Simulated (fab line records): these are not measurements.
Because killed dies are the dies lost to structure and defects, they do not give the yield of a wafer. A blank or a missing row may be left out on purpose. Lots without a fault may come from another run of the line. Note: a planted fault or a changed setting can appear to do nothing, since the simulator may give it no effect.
Which tool is to blame? / flow gf180mcu / 13 lots, 39 wafers sampled, at 5 steps of a route of 602

== WHAT THE GAUGES SHOWED, per wafer ==
GF_POLY_GATE_THK_MEAS_01. Usual: POLY_GATE_CVD_00_THK typically reads 200.5 nm, with standard deviation 2.
lot=L819; measured=day 8 06:39; on=film_metro-01; POLY_GATE_CVD_00_THK (nm)=198.8 199.2 200.8; flag=
lot=L820; measured=day 8 09:26; on=film_metro-01; POLY_GATE_CVD_00_THK (nm)=201.4 201.6 202.3; flag=
lot=L821; measured=day 8 18:56; on=film_metro-01; POLY_GATE_CVD_00_THK (nm)=201.0 199.7 199.2; flag=
lot=L823; measured=day 9 07:52; on=film_metro-02; POLY_GATE_CVD_00_THK (nm)=199.0 199.9 201.0; flag=
lot=L825; measured=day 10 01:57; on=film_metro-01; POLY_GATE_CVD_00_THK (nm)=198.9 199.5 200.0; flag=
lot=L833; measured=day 12 21:26; on=film_metro-01; POLY_GATE_CVD_00_THK (nm)=198.2 198.9 198.6; flag=
lot=L835; measured=day 13 09:58; on=film_metro-04; POLY_GATE_CVD_00_THK (nm)=201.5 199.2 201.0; flag=
lot=L834; measured=day 13 11:49; on=film_metro-01; POLY_GATE_CVD_00_THK (nm)=201.4 203.4 201.3; flag=
lot=L836; measured=day 14 02:34; on=film_metro-02; POLY_GATE_CVD_00_THK (nm)=200.0 201.9 200.3; flag=
lot=L837; measured=day 14 03:43; on=film_metro-01; POLY_GATE_CVD_00_THK (nm)=200.3 198.3 201.2; flag=
lot=L839; measured=day 14 12:47; on=film_metro-02; POLY_GATE_CVD_00_THK (nm)=204.1 205.2 202.9; flag=
lot=L841; measured=day 14 17:57; on=film_metro-04; POLY_GATE_CVD_00_THK (nm)=199.1 198.2 199.1; flag=
lot=L840; measured=day 14 20:21; on=film_metro-02; POLY_GATE_CVD_00_THK (nm)=203.4 203.5 203.1; flag=

GF_HV_LDD_OVL_MEAS_08. Usual: HV_LDD_OVL typically reads 1.4 nm, with standard deviation 1.3.
lot=L819; measured=day 9 20:35; on=overlay-02; HV_LDD_OVL (nm)=1.2 0.8 2.0; flag=
lot=L820; measured=day 9 22:44; on=overlay-01; HV_LDD_OVL (nm)=2.0 1.4 2.7; flag=
lot=L821; measured=day 10 06:17; on=overlay-01; HV_LDD_OVL (nm)=2.1 1.9 0.0; flag=
lot=L823; measured=day 10 20:12; on=overlay-02; HV_LDD_OVL (nm)=4.6 4.6 3.8; flag=
lot=L825; measured=day 11 16:14; on=overlay-01; HV_LDD_OVL (nm)=0.7 2.2 0.4; flag=
lot=L833; measured=day 14 15:59; on=overlay-01; HV_LDD_OVL (nm)=1.5 1.8 2.8; flag=
lot=L835; measured=day 15 05:02; on=overlay-02; HV_LDD_OVL (nm)=1.6 2.6 2.4; flag=
lot=L834; measured=day 15 07:29; on=overlay-01; HV_LDD_OVL (nm)=2.3 1.6 2.7; flag=
lot=L836; measured=day 16 00:32; on=overlay-01; HV_LDD_OVL (nm)=-1.2 -0.9 1.0; flag=
lot=L837; measured=day 15 23:53; on=overlay-01; HV_LDD_OVL (nm)=-3.3 -1.5 -2.5; flag=
lot=L839; measured=day 16 12:05; on=overlay-01; HV_LDD_OVL (nm)=2.8 2.6 2.8; flag=
lot=L841; measured=day 16 20:05; on=overlay-02; HV_LDD_OVL (nm)=1.4 2.1 1.3; flag=
lot=L840; measured=day 16 20:18; on=overlay-02; HV_LDD_OVL (nm)=0.2 0.5 -0.3; flag=

GF_HV_LDD_THK_MEAS_55. Usual: HV_LDD_CVD_54_THK typically reads 10.01 nm, with standard deviation 0.15.
lot=L819; measured=day 12 05:10; on=film_metro-03; HV_LDD_CVD_54_THK (nm)=10.29 10.12 10.11; flag=
lot=L820; measured=day 12 08:18; on=film_metro-03; HV_LDD_CVD_54_THK (nm)=10.13 10.16 10.12; flag=
lot=L821; measured=day 12 17:20; on=film_metro-04; HV_LDD_CVD_54_THK (nm)=9.96 9.94 9.86; flag=
lot=L823; measured=day 13 09:20; on=film_metro-04; HV_LDD_CVD_54_THK (nm)=9.93 9.90 9.94; flag=
lot=L825; measured=day 14 05:24; on=film_metro-01; HV_LDD_CVD_54_THK (nm)=10.04 10.04 10.08; flag=
lot=L833; measured=day 17 10:39; on=film_metro-04; HV_LDD_CVD_54_THK (nm)=9.68 9.78 9.79; flag=
lot=L835; measured=day 18 02:38; on=film_metro-01; HV_LDD_CVD_54_THK (nm)=10.01 9.88 9.96; flag=
lot=L834; measured=day 18 06:15; on=film_metro-01; HV_LDD_CVD_54_THK (nm)=9.90 9.88 9.86; flag=
lot=L836; measured=day 19 00:03; on=film_metro-01; HV_LDD_CVD_54_THK (nm)=9.88 9.81 9.82; flag=
lot=L837; measured=day 18 22:47; on=film_metro-01; HV_LDD_CVD_54_THK (nm)=10.11 10.12 9.96; flag=
lot=L839; measured=day 19 13:11; on=film_metro-01; HV_LDD_CVD_54_THK (nm)=9.99 9.88 9.85; flag=
lot=L841; measured=day 19 20:36; on=film_metro-04; HV_LDD_CVD_54_THK (nm)=10.09 10.03 9.95; flag=
lot=L840; measured=day 19 23:07; on=film_metro-03; HV_LDD_CVD_54_THK (nm)=9.93 9.82 9.97; flag=

GF_HV_LDD_THK_MEAS_57. Usual: HV_LDD_CVD_56_THK typically reads 90.2 nm, with standard deviation 0.93.
lot=L819; measured=day 12 06:40; on=film_metro-04; HV_LDD_CVD_56_THK (nm)=90.1 90.6 89.8; flag=
lot=L820; measured=day 12 09:47; on=film_metro-03; HV_LDD_CVD_56_THK (nm)=89.3 89.9 89.6; flag=
lot=L821; measured=day 12 18:50; on=film_metro-01; HV_LDD_CVD_56_THK (nm)=90.5 90.3 90.9; flag=
lot=L823; measured=day 13 10:49; on=film_metro-03; HV_LDD_CVD_56_THK (nm)=91.3 91.0 91.4; flag=
lot=L825; measured=day 14 06:53; on=film_metro-01; HV_LDD_CVD_56_THK (nm)=96.9 96.1 96.7; flag=OFF
lot=L833; measured=day 17 12:08; on=film_metro-01; HV_LDD_CVD_56_THK (nm)=89.7 90.0 89.7; flag=
lot=L835; measured=day 18 04:08; on=film_metro-03; HV_LDD_CVD_56_THK (nm)=90.6 90.1 91.0; flag=
lot=L834; measured=day 18 07:58; on=film_metro-03; HV_LDD_CVD_56_THK (nm)=90.1 89.3 90.3; flag=
lot=L836; measured=day 19 01:43; on=film_metro-03; HV_LDD_CVD_56_THK (nm)=90.5 90.4 90.0; flag=
lot=L837; measured=day 19 00:17; on=film_metro-01; HV_LDD_CVD_56_THK (nm)=91.4 90.9 91.1; flag=
lot=L839; measured=day 19 14:41; on=film_metro-01; HV_LDD_CVD_56_THK (nm)=88.2 89.8 90.4; flag=
lot=L841; measured=day 19 22:05; on=film_metro-04; HV_LDD_CVD_56_THK (nm)=88.9 89.0 89.1; flag=
lot=L840; measured=day 20 00:37; on=film_metro-03; HV_LDD_CVD_56_THK (nm)=89.0 89.1 88.4; flag=

== WHICH TOOL RAN EACH LOT (tool, then ch and the chambers of the sampled wafers, then the start) ==
lot=L819; GF_HV_LDD_CVD_56=lpcvd-01 ch 0, day 12 05:14
lot=L820; GF_HV_LDD_CVD_56=lpcvd-02 ch 0, day 12 08:21
lot=L821; GF_HV_LDD_CVD_56=lpcvd-02 ch 1, day 12 17:24
lot=L823; GF_HV_LDD_CVD_56=lpcvd-01 ch 1, day 13 09:22
lot=L825; GF_HV_LDD_CVD_56=lpcvd-02 ch 1, day 14 05:27
lot=L833; GF_HV_LDD_CVD_56=lpcvd-02 ch 1, day 17 10:42
lot=L835; GF_HV_LDD_CVD_56=lpcvd-02 ch 1, day 18 02:42
lot=L834; GF_HV_LDD_CVD_56=lpcvd-01 ch 1, day 18 06:31
lot=L836; GF_HV_LDD_CVD_56=lpcvd-02 ch 0, day 19 00:16
lot=L837; GF_HV_LDD_CVD_56=lpcvd-02 ch 1, day 18 22:50
lot=L839; GF_HV_LDD_CVD_56=lpcvd-02 ch 0, day 19 13:14
lot=L841; GF_HV_LDD_CVD_56=lpcvd-01 ch 1, day 19 20:39
lot=L840; GF_HV_LDD_CVD_56=lpcvd-01 ch 0, day 19 23:09
- GF_HV_LDD_CVD_56: deposits Si3N4 from DCS/NH3, target thk 90 nm, time 1543 s.

== WHAT THE TOOLS THEMSELVES READ (means of the sampled wafers that have a number; where no wafer has one, the mark that the record gives instead) ==
The record holds no such reading with a usual standard deviation.

== THE ANSWER, worked out from the rows above alone ==
Rule: take the mean of a lot's wafers that have a number; if it is more than 3 standard deviations from the usual mean, the lot is off. Also off: a lot with no number at a reading for which 4 or more lots have one. All remaining lots with rows at the step are treated as sound. The gauges are gone through in route order, then the tools' own readings, and for those a lot's mean is taken as printed above. The first step at which some lot is off is used, and at that step the reading that is off furthest; a lot without a number counts as furthest.
Off: at GF_HV_LDD_THK_MEAS_57 (HV_LDD_CVD_56_THK), L825.
A tool fits if, at a process step before that reading, it ran every lot that is off, and no sound lot after the first of them. Gauges at GF_HV_LDD_THK_MEAS_57: tried the same way as those tools. No candidate that was tried fits.

== WHAT THE SIMULATOR PUT IN ==
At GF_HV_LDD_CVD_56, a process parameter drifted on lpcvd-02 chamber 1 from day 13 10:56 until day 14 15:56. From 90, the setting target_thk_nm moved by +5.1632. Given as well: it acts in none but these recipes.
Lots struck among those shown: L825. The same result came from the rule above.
